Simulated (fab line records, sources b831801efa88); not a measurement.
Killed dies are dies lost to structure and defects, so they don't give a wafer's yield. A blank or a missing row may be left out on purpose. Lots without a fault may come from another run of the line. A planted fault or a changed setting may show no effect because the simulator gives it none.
fab line records | flow gf180mcu
record lots=24 wafers=72 last_day=34
route steps=602 shown M3@425 V4@490 MIM@522 M5@533 V5@541
lots that met no fault: from a run of the same line without faults
start_h: hours from the record's first day to the start of the lot's first wafer shown | wait_h: hours since the lot's step before | " the same as in the row above | L1.1+2: a row that stands for several wafers | - no value, or no start given | * or withheld: withheld | < > ~ a bound
route shown NAME@n: a module of which the file shows steps, and the number in the route of the first | usual: mean/standard deviation of fault-free wafers | same: alike in all rows | chamber/n: place in a boat | sites: the reading at each site | _std_site: their standard deviation | _edge_site: outer sites' mean less inner sites' | radius_mm: how far each site lies from the wafer's centre | mask NAME#n: copy n | behind: the tool/chamber that last shaped the wafer | hold: why the lot was held/for how many hours/how that ended | device: the transistor (n, p or np) that didn't switch | end of line: the same wafers' tests at the end of the route | a step without rows: its recipe alone | killed: dies lost to structure and defects at the first sort, not the wafer's yield | map: a wafer's dies, x killed, . not, _ none there
set.NAME: the setting as run; set.NAME@STEP: as run at that earlier step | model.NAME: the simulator's own value behind a step, which no gauge read
steps of the route over a sample of lots; a table a step, a row a wafer
services: from which hour (start_h, from the record's first day; less than 0 if before it) a tool's chamber was out of use, for how many hours, and why
## steps
# step GF_M3_METAL_ETCH_16
# recipe chemistry=Cl2/BCl3 mask_material=KrF target_depth_nm=627.5 stop_on=SiO2 pressure_mtorr=8 icp_w=800 bias_w=140 Cl2_flow_sccm=80 bcl3_flow_sccm=40 time_s=104.6
# usual drypump_motor_current_A=5.9/0.35 oes_product_au=0.973/0.0072 throttle_valve_pct=28.249/0.011
# columns lot.wafer tool chamber start_h wait_h drypump_motor_current_A oes_product_au rf_hours_counter_h throttle_valve_pct
L074.2 rie_metal-02 1 478.70 0.0 5.6 0.974 3 28.258
L074.3 " 1 " " 5.6 0.977 - 28.247
L074.5 " 1 " " 5.6 0.973 - 28.248
L075.2 rie_metal-02 0 485.43 0.0 6.1 0.981 3 28.232
L075.4 " 1 " " 5.6 0.993 - 28.239
L075.6 " 0 " " 6.1 0.980 - 28.262
L076.1 rie_metal-01 1 505.65 0.0 5.5 0.969 11 28.249
L076.3 " 0 " " 6.2 0.964 - 28.250
L076.4 " 1 " " 5.5 0.974 - 28.256
L077.4 rie_metal-01 0 508.87 0.0 6.1 0.961 - 28.258
L077.5 " 0 " " 6.1 0.960 - 28.270
L077.6 " 1 " " 5.5 0.960 - 28.269
L078.3 rie_metal-04 0 523.12 0.1 5.5 0.975 - 28.246
L078.4 " 1 " " 6.4 0.985 - 28.262
L078.6 " 1 " " 6.4 0.972 - 28.235
L080.3 rie_metal-01 1 538.43 0.1 5.5 0.976 - 28.263
L080.5 " 1 " " 5.5 0.970 - 28.267
L080.6 " 0 " " 6.1 0.966 - 28.269
L079.1 rie_metal-02 0 539.38 0.0 6.1 0.981 4 28.231
L079.4 " 0 " " 6.1 0.978 - 28.248
L079.6 " 0 " " 6.1 0.984 - 28.235
L081.1 rie_metal-01 0 556.29 0.0 6.1 0.989 8 28.224
L081.3 " 0 " " 6.1 0.979 - 28.253
L081.5 " 0 " " 6.1 0.979 - 28.259
L082.3 rie_metal-04 1 562.23 0.1 6.4 0.969 - 28.254
L082.4 " 0 " " 5.4 0.963 - 28.276
L082.5 " 0 " " 5.5 0.962 - 28.256
L083.2 rie_metal-01 1 582.83 0.0 5.5 0.970 13 28.258
L083.4 " 1 " " 5.5 0.970 - 28.256
L083.5 " 0 " " 6.1 0.961 - 28.261
L085.4 rie_metal-04 1 584.52 0.0 6.4 0.975 - 28.236
L085.5 " 0 " " 5.4 0.978 - 28.265
L085.6 " 1 " " 6.4 0.982 - 28.239
L084.2 rie_metal-02 1 591.44 0.0 5.6 0.970 6 28.249
L084.5 " 0 " " 6.1 0.966 - 28.252
L084.6 " 1 " " 5.6 0.969 - 28.247
L086.1 rie_metal-02 0 603.44 0.0 6.1 0.972 6 28.255
L086.3 " 0 " " 6.1 0.980 - 28.226
L086.4 " 1 " " 5.6 0.974 - 28.248
L087.2 rie_metal-04 0 604.25 0.0 5.4 0.980 1 28.229
L087.4 " 1 " " 6.4 0.981 - 28.241
L087.6 " 0 " " 5.5 0.983 - 28.242
L088.2 rie_metal-01 1 613.78 0.0 5.5 0.981 0 28.241
L088.5 " 1 " " 5.5 0.976 - 28.237
L088.6 " 0 " " 6.1 0.969 - 28.265
L089.3 rie_metal-01 0 617.13 0.1 6.2 0.968 - 28.246
L089.4 " 1 " " 5.5 0.981 - 28.234
L089.6 " 0 " " 6.1 0.968 - 28.256
L090.2 rie_metal-04 0 627.53 0.0 5.4 0.977 2 28.258
L090.3 " 1 " " 6.4 0.977 - 28.254
L090.5 " 0 " " 5.4 0.968 - 28.261
L092.1 rie_metal-04 0 631.90 0.0 5.5 0.974 2 28.238
L092.2 " 1 " " 6.4 0.966 13 28.242
L092.6 " 0 " " 5.4 0.976 - 28.245
L091.1 rie_metal-02 0 633.23 0.0 6.1 0.971 7 28.244
L091.2 " 1 " " 5.6 0.978 7 28.248
L091.4 " 0 " " 6.0 0.988 - 28.226
L093.4 rie_metal-02 1 642.87 0.0 5.6 0.981 - 28.230
L093.5 " 1 " " 5.6 0.981 - 28.242
L093.6 " 0 " " 6.1 0.979 - 28.239
L094.2 rie_metal-01 1 650.14 0.0 5.5 0.970 1 28.243
L094.3 " 1 " " 5.5 0.970 - 28.257
L094.4 " 0 " " 6.1 0.972 - 28.248
L095.2 rie_metal-01 1 661.98 0.0 5.5 0.965 2 28.251
L095.4 " 0 " " 6.1 0.963 - 28.252
L095.5 " 1 " " 5.5 0.971 - 28.244
L096.2 rie_metal-04 1 664.64 0.0 6.4 0.982 0 28.242
L096.3 " 0 " " 5.4 0.979 - 28.261
L096.5 " 1 " " 6.4 0.973 - 28.232
L097.3 rie_metal-02 0 673.82 0.1 6.1 0.970 - 28.243
L097.4 " 1 " " 5.6 0.970 - 28.255
L097.5 " 0 " " 6.1 0.985 - 28.244
# step GF_V4_CD_MEAS_14
# recipe target_cd_nm=260
# usual cd_nm=260.0/1.3
# columns lot.wafer tool chamber start_h wait_h cd_nm
L074.2 cd_sem-02 - 552.81 0.2 262.3
L074.3 " - " " 260.7
L074.5 " - " " 261.6
L075.2 cd_sem-01 - 559.17 0.1 262.1
L075.4 " - " " 261.1
L075.6 " - " " 261.0
L076.1 cd_sem-01 - 578.00 0.1 259.2
L076.3 " - " " 260.4
L076.4 " - " " 259.2
L077.4 cd_sem-01 - 581.56 0.1 260.2
L077.5 " - " " 259.5
L077.6 " - " " 257.9
L078.3 cd_sem-02 - 592.81 0.1 260.2
L078.4 " - " " 261.3
L078.6 " - " " 260.1
L080.3 cd_sem-01 - 607.63 0.1 260.8
L080.5 " - " " 260.2
L080.6 " - " " 260.6
L079.1 cd_sem-01 - 609.95 0.1 260.5
L079.4 " - " " 260.9
L079.6 " - " " 260.8
L081.1 cd_sem-01 - 624.69 0.1 257.7
L081.3 " - " " 259.8
L081.5 " - " " 259.4
L082.3 cd_sem-02 - 630.08 0.1 259.9
L082.4 " - " " 259.3
L082.5 " - " " 260.5
L083.2 cd_sem-02 - 648.76 0.1 259.8
L083.4 " - " " 260.0
L083.5 " - " " 260.7
L085.4 cd_sem-01 - 648.92 0.1 260.3
L085.5 " - " " 261.4
L085.6 " - " " 260.5
L084.2 cd_sem-02 - 656.57 0.1 261.7
L084.5 " - " " 262.0
L084.6 " - " " 262.5
L086.1 cd_sem-01 - 668.02 0.1 258.0
L086.3 " - " " 257.8
L086.4 " - " " 259.4
L087.2 cd_sem-02 - 668.07 0.1 258.9
L087.4 " - " " 258.2
L087.6 " - " " 258.6
L088.2 cd_sem-02 - 676.29 0.1 261.7
L088.5 " - " " 261.3
L088.6 " - " " 261.2
L089.3 cd_sem-02 - 680.06 0.1 259.5
L089.4 " - " " 261.3
L089.6 " - " " 258.8
L090.2 cd_sem-02 - 689.21 0.1 259.2
L090.3 " - " " 260.0
L090.5 " - " " 260.1
L092.1 cd_sem-02 - 693.97 0.1 260.0
L092.2 " - " " 259.9
L092.6 " - " " 259.8
L091.1 cd_sem-01 - 695.04 0.1 262.1
L091.2 " - " " 260.6
L091.4 " - " " 261.1
L093.4 cd_sem-02 - 703.45 0.1 258.4
L093.5 " - " " 259.4
L093.6 " - " " 259.1
L094.2 cd_sem-02 - 711.41 0.1 258.3
L094.3 " - " " 260.0
L094.4 " - " " 258.2
L095.2 cd_sem-01 - 721.87 0.1 258.6
L095.4 " - " " 259.8
L095.5 " - " " 258.7
L096.2 cd_sem-02 - 724.72 0.1 259.2
L096.3 " - " " 260.9
L096.5 " - " " 259.3
L097.3 cd_sem-02 - 732.85 0.2 259.5
L097.4 " - " " 257.2
L097.5 " - " " 258.6
# step GF_MIM_METAL_ETCH_19
# recipe chemistry=Cl2/BCl3 mask_material=NOVOLAK stop_on=Si3N4 target_depth_nm=324.5 pressure_mtorr=8 icp_w=800 bias_w=140 Cl2_flow_sccm=80 bcl3_flow_sccm=40 time_s=54.1
# usual drypump_motor_current_A=5.8/0.35 oes_product_au=0.942/0.0067 throttle_valve_pct=28.283/0.01
# columns lot.wafer tool chamber start_h wait_h drypump_motor_current_A oes_product_au rf_hours_counter_h throttle_valve_pct
L074.2 rie_metal-03 1 576.79 0.1 5.7 0.940 9 28.289
L074.3 " 0 " " 5.6 0.950 - 28.279
L074.5 " 1 " " 5.7 0.933 - 28.284
L075.2 rie_metal-02 1 582.97 0.1 5.6 0.950 6 28.281
L075.4 " 0 " " 6.1 0.952 - 28.270
L075.6 " 0 " " 6.1 0.948 - 28.285
L076.1 rie_metal-04 0 601.74 0.1 5.4 0.947 1 28.274
L076.3 " 1 " " 6.4 0.938 - 28.283
L076.4 " 0 " " 5.4 0.940 - 28.279
L077.4 rie_metal-03 1 604.85 0.1 5.7 0.942 - 28.291
L077.5 " 0 " " 5.6 0.934 - 28.288
L077.6 " 1 " " 5.7 0.953 - 28.282
L078.3 rie_metal-02 0 615.41 0.1 6.0 0.941 - 28.273
L078.4 " 1 " " 5.6 0.941 - 28.274
L078.6 " 0 " " 6.0 0.946 - 28.275
L080.3 rie_metal-03 1 630.35 0.1 5.7 0.938 - 28.295
L080.5 " 0 " " 5.6 0.932 - 28.292
L080.6 " 1 " " 5.7 0.934 - 28.300
L079.1 rie_metal-03 0 632.04 0.1 5.6 0.938 10 28.273
L079.4 " 1 " " 5.7 0.942 - 28.276
L079.6 " 0 " " 5.6 0.945 - 28.281
L081.1 rie_metal-04 0 645.74 0.1 5.4 0.945 3 28.270
L081.3 " 0 " " 5.4 0.941 - 28.306
L081.5 " 0 " " 5.5 0.945 - 28.285
L082.3 rie_metal-04 0 651.93 0.1 5.4 0.941 - 28.297
L082.4 " 0 " " 5.4 0.937 - 28.276
L082.5 " 0 " " 5.4 0.933 - 28.292
L083.2 rie_metal-04 0 670.17 0.1 5.4 0.948 4 28.270
L083.4 " 1 " " 6.4 0.936 - 28.289
L083.5 " 1 " " 6.4 0.928 - 28.290
L085.4 rie_metal-02 0 670.31 0.1 6.1 0.945 - 28.279
L085.5 " 1 " " 5.6 0.942 - 28.278
L085.6 " 0 " " 6.1 0.949 - 28.294
L084.2 rie_metal-04 0 676.87 0.1 5.5 0.938 4 28.283
L084.5 " 1 " " 6.4 0.946 - 28.249
L084.6 " 0 " " 5.5 0.936 - 28.283
L087.2 rie_metal-02 0 688.79 0.1 6.1 0.930 8 28.289
L087.4 " 0 " " 6.1 0.951 - 28.270
L087.6 " 1 " " 5.6 0.944 - 28.276
L086.1 rie_metal-04 0 689.49 0.1 5.4 0.947 4 28.266
L086.3 " 1 " " 6.4 0.936 - 28.298
L086.4 " 0 " " 5.5 0.934 - 28.281
L088.2 rie_metal-04 0 696.94 0.1 5.4 0.943 5 28.263
L088.5 " 1 " " 6.4 0.940 - 28.288
L088.6 " 0 " " 5.5 0.947 - 28.284
L089.3 rie_metal-03 1 700.51 0.1 5.7 0.937 - 28.271
L089.4 " 0 " " 5.6 0.942 - 28.286
L089.6 " 0 " " 5.6 0.939 - 28.270
L090.2 rie_metal-04 1 709.04 0.1 6.4 0.951 2 28.286
L090.3 " 0 " " 5.5 0.942 - 28.269
L090.5 " 1 " " 6.4 0.939 - 28.278
L092.1 rie_metal-03 1 713.94 0.1 5.7 0.947 0 28.282
L092.2 " 0 " " 5.6 0.952 2 28.270
L092.6 " 1 " " 5.7 0.947 - 28.285
L091.1 rie_metal-04 0 715.39 0.1 5.5 0.926 6 28.278
L091.2 " 1 " " 6.4 0.931 2 28.288
L091.4 " 1 " " 6.4 0.936 - 28.299
L093.4 rie_metal-03 1 723.16 0.1 5.7 0.947 - 28.287
L093.5 " 1 " " 5.7 0.955 - 28.284
L093.6 " 0 " " 5.6 0.946 - 28.289
L094.2 rie_metal-04 1 731.22 0.1 6.4 0.950 3 28.279
L094.3 " 0 " " 5.4 0.948 - 28.268
L094.4 " 1 " " 6.4 0.950 - 28.277
L095.2 rie_metal-03 0 737.99 0.1 5.6 0.939 3 28.293
L095.4 " 0 " " 5.6 0.943 - 28.290
L095.5 " 1 " " 5.7 0.929 - 28.282
L096.2 rie_metal-02 0 738.57 0.1 6.1 0.931 10 28.296
L096.3 " 0 " " 6.1 0.941 - 28.298
L096.5 " 1 " " 5.6 0.931 - 28.283
L097.3 rie_metal-04 1 760.49 0.1 6.4 0.936 - 28.278
L097.4 " 0 " " 5.4 0.939 - 28.277
L097.5 " 0 " " 5.4 0.931 - 28.279
# step GF_M5_CD_MEAS_07
# recipe target_cd_nm=280
# usual cd_nm=279.7/1.3
# columns lot.wafer tool chamber start_h wait_h cd_nm
L074.2 cd_sem-02 - 598.91 0.1 280.4
L074.3 " - " " 281.2
L074.5 " - " " 280.4
L075.2 cd_sem-01 - 603.97 0.1 280.6
L075.4 " - " " 279.4
L075.6 " - " " 280.4
L076.1 cd_sem-02 - 622.59 0.1 278.5
L076.3 " - " " 279.8
L076.4 " - " " 278.9
L077.4 cd_sem-02 - 625.70 0.1 276.9
L077.5 " - " " 277.8
L077.6 " - " " 278.2
L078.3 cd_sem-01 - 635.48 0.1 280.5
L078.4 " - " " 281.3
L078.6 " - " " 280.4
L080.3 cd_sem-02 - 650.73 0.1 276.8
L080.5 " - " " 278.2
L080.6 " - " " 276.7
L079.1 cd_sem-01 - 652.24 0.1 281.0
L079.4 " - " " 280.6
L079.6 " - " " 280.2
L081.1 cd_sem-01 - 665.59 0.1 278.9
L081.3 " - " " 279.4
L081.5 " - " " 278.5
L082.3 cd_sem-02 - 671.33 0.1 279.8
L082.4 " - " " 279.6
L082.5 " - " " 279.1
L083.2 cd_sem-01 - 689.98 0.2 277.8
L083.4 " - " " 278.3
L083.5 " - " " 279.1
L085.4 cd_sem-01 - 690.25 0.1 279.3
L085.5 " - " " 278.3
L085.6 " - " " 279.0
L084.2 cd_sem-01 - 696.66 0.1 278.6
L084.5 " - " " 279.0
L084.6 " - " " 279.1
L087.2 cd_sem-02 - 707.67 0.1 281.2
L087.4 " - " " 280.3
L087.6 " - " " 280.5
L086.1 cd_sem-02 - 708.35 0.1 279.3
L086.3 " - " " 279.0
L086.4 " - " " 279.2
L088.2 cd_sem-02 - 716.11 0.1 280.9
L088.5 " - " " 280.8
L088.6 " - " " 281.0
L089.3 cd_sem-01 - 718.98 0.1 279.7
L089.4 " - " " 280.6
L089.6 " - " " 280.5
L090.2 cd_sem-01 - 727.21 0.1 279.5
L090.3 " - " " 279.9
L090.5 " - " " 279.4
L092.1 cd_sem-02 - 732.69 0.1 281.2
L092.2 " - " " 280.2
L092.6 " - " " 280.5
L091.1 cd_sem-02 - 733.85 0.2 279.4
L091.2 " - " " 278.8
L091.4 " - " " 278.5
L093.4 cd_sem-02 - 738.37 0.7 280.9
L093.5 " - " " 281.6
L093.6 " - " " 280.6
L094.2 cd_sem-02 - 739.53 0.9 280.5
L094.3 " - " " 282.2
L094.4 " - " " 279.9
L095.2 cd_sem-02 - 739.83 0.1 277.7
L095.4 " - " " 277.1
L095.5 " - " " 278.4
L096.2 cd_sem-02 - 741.74 0.1 281.7
L096.3 " - " " 281.4
L096.5 " - " " 280.9
L097.3 cd_sem-01 - 777.36 0.1 281.4
L097.4 " - " " 280.2
L097.5 " - " " 280.4
# step GF_V5_THK_MEAS_01
# recipe reads=SiO2_of_V5_CVD_00
# usual V5_CVD_00_THK=298.0/2.8
# columns lot.wafer tool chamber start_h wait_h V5_CVD_00_THK[nm]
L074.2 film_metro-04 - 599.89 0.0 295.9
L074.3 " - " " 296.2
L074.5 " - " " 294.6
L075.2 film_metro-04 - 604.86 0.0 297.5
L075.4 " - " " 296.5
L075.6 " - " " 301.2
L076.1 film_metro-01 - 623.48 0.0 296.2
L076.3 " - " " 299.6
L076.4 " - " " 291.9
L077.4 film_metro-02 - 626.54 0.0 299.7
L077.5 " - " " 297.7
L077.6 " - " " 297.6
L078.3 film_metro-04 - 636.57 0.0 297.2
L078.4 " - " " 296.9
L078.6 " - " " 299.3
L080.3 film_metro-02 - 651.62 0.0 298.0
L080.5 " - " " 294.4
L080.6 " - " " 297.8
L079.1 film_metro-02 - 653.12 0.0 300.2
L079.4 " - " " 303.1
L079.6 " - " " 299.0
L081.1 film_metro-04 - 666.46 0.0 298.6
L081.3 " - " " 293.9
L081.5 " - " " 295.2
L082.3 film_metro-02 - 672.18 0.0 299.3
L082.4 " - " " 295.8
L082.5 " - " " 296.9
L083.2 film_metro-02 - 690.88 0.0 303.8
L083.4 " - " " 299.5
L083.5 " - " " 298.8
L085.4 film_metro-02 - 691.21 0.0 300.1
L085.5 " - " " 301.6
L085.6 " - " " 301.9
L084.2 film_metro-01 - 697.66 0.0 299.2
L084.5 " - " " 296.7
L084.6 " - " " 299.6
L087.2 film_metro-04 - 708.52 0.0 300.2
L087.4 " - " " 294.9
L087.6 " - " " 295.9
L086.1 film_metro-04 - 709.37 0.0 296.4
L086.3 " - " " 295.3
L086.4 " - " " 293.9
L088.2 film_metro-02 - 717.00 0.0 302.7
L088.5 " - " " 303.6
L088.6 " - " " 303.5
L089.3 film_metro-02 - 719.83 0.0 295.8
L089.4 " - " " 294.3
L089.6 " - " " 296.0
L090.2 film_metro-04 - 740.15 0.0 301.2
L090.3 " - " " 294.0
L090.5 " - " " 293.5
L092.1 film_metro-02 - 741.59 0.0 299.0
L092.2 " - " " 297.7
L092.6 " - " " 295.3
L091.1 film_metro-02 - 741.65 0.1 297.5
L091.2 " - " " 301.2
L091.4 " - " " 301.2
L094.2 film_metro-01 - 743.60 1.0 298.0
L094.3 " - " " 298.8
L094.4 " - " " 300.0
L095.2 film_metro-01 - 743.66 1.1 302.2
L095.4 " - " " 299.0
L095.5 " - " " 297.7
L093.4 film_metro-01 - 743.74 1.1 302.1
L093.5 " - " " 298.9
L093.6 " - " " 303.2
L096.2 film_metro-01 - 744.14 1.4 301.6
L096.3 " - " " 295.9
L096.5 " - " " 302.7
L097.3 film_metro-04 - 778.24 0.0 297.2
L097.4 " - " " 298.3
L097.5 " - " " 299.7
# step GF_V5_CD_MEAS_14
# recipe target_cd_nm=260
# usual cd_nm=260.1/1.3
# columns lot.wafer tool chamber start_h wait_h cd_nm
L074.2 cd_sem-02 - 620.52 0.1 260.3
L074.3 " - " " 259.1
L074.5 " - " " 259.5
L075.2 cd_sem-02 - 625.19 0.1 260.1
L075.4 " - " " 258.1
L075.6 " - " " 258.6
L076.1 cd_sem-02 - 643.94 0.1 260.1
L076.3 " - " " 259.9
L076.4 " - " " 259.7
L077.4 cd_sem-01 - 647.05 0.1 258.4
L077.5 " - " " 259.0
L077.6 " - " " 260.0
L078.3 cd_sem-02 - 657.16 0.1 260.5
L078.4 " - " " 259.7
L078.6 " - " " 258.8
L080.3 cd_sem-01 - 671.68 0.1 262.2
L080.5 " - " " 262.7
L080.6 " - " " 262.7
L079.1 cd_sem-02 - 672.35 0.1 259.9
L079.4 " - " " 259.7
L079.6 " - " " 260.2
L081.1 cd_sem-02 - 686.85 0.1 261.7
L081.3 " - " " 261.1
L081.5 " - " " 260.4
L082.3 cd_sem-01 - 691.81 0.1 260.7
L082.4 " - " " 260.7
L082.5 " - " " 260.8
L083.2 cd_sem-01 - 710.14 0.1 260.3
L083.4 " - " " 260.3
L083.5 " - " " 261.5
L085.4 cd_sem-02 - 710.53 0.1 260.7
L085.5 " - " " 259.3
L085.6 " - " " 259.7
L084.2 cd_sem-02 - 716.46 0.1 260.5
L084.5 " - " " 258.7
L084.6 " - " " 258.2
L087.2 cd_sem-02 - 726.72 0.1 258.5
L087.4 " - " " 260.6
L087.6 " - " " 260.3
L086.1 cd_sem-01 - 727.62 0.1 260.2
L086.3 " - " " 260.3
L086.4 " - " " 260.4
L088.2 cd_sem-02 - 735.22 0.1 262.8
L088.5 " - " " 261.6
L088.6 " - " " 262.8
L089.3 cd_sem-02 - 736.79 0.3 257.3
L089.4 " - " " 257.9
L089.6 " - " " 256.9
L090.2 cd_sem-02 - 746.94 0.1 260.3
L090.3 " - " " 262.9
L090.5 " - " " 260.9
L092.1 cd_sem-02 - 753.42 0.1 261.2
L092.2 " - " " 258.8
L092.6 " - " " 260.5
L091.1 cd_sem-02 - 754.31 0.1 262.3
L091.2 " - " " 260.5
L091.4 " - " " 262.5
L094.2 cd_sem-02 - 764.79 0.1 261.7
L094.3 " - " " 261.3
L094.4 " - " " 261.0
L095.2 cd_sem-02 - 765.03 0.2 258.4
L095.4 " - " " 259.0
L095.5 " - " " 259.2
L093.4 cd_sem-01 - 765.93 0.1 259.2
L093.5 " - " " 258.7
L093.6 " - " " 258.8
L096.2 cd_sem-01 - 766.08 0.1 258.4
L096.3 " - " " 258.8
L096.5 " - " " 258.2
L097.3 cd_sem-02 - 794.65 0.1 260.2
L097.4 " - " " 260.1
L097.5 " - " " 259.8
## services
# columns tool chamber start_h hours kind
rie_metal-03 0 518.20 6.6 repair
rie_metal-04 0 545.50 - clean
rie_metal-04 0 545.50 16.4 scheduled_down
rie_metal-04 0 545.50 16.4 vent_cycle
rie_metal-01 1 594.93 - clean
rie_metal-01 1 594.93 18.2 scheduled_down
rie_metal-01 1 594.93 18.2 vent_cycle
rie_metal-04 1 632.69 - clean
rie_metal-04 1 632.69 23.7 scheduled_down
rie_metal-04 1 632.69 23.7 vent_cycle
rie_metal-03 0 655.66 - clean
rie_metal-03 0 655.66 21.3 scheduled_down
rie_metal-03 0 655.66 21.3 vent_cycle
rie_metal-01 - 662.89 0.5 repair
rie_metal-03 1 676.99 - clean
rie_metal-03 1 676.99 22.0 scheduled_down
rie_metal-03 1 676.99 22.0 vent_cycle
rie_metal-01 0 685.36 3.5 repair
rie_metal-01 0 691.35 - clean
rie_metal-01 0 691.35 17.8 scheduled_down
rie_metal-01 0 691.35 17.8 vent_cycle
rie_metal-04 - 720.44 1.3 repair
rie_metal-02 - 739.75 14.6 pm
## key
fault none
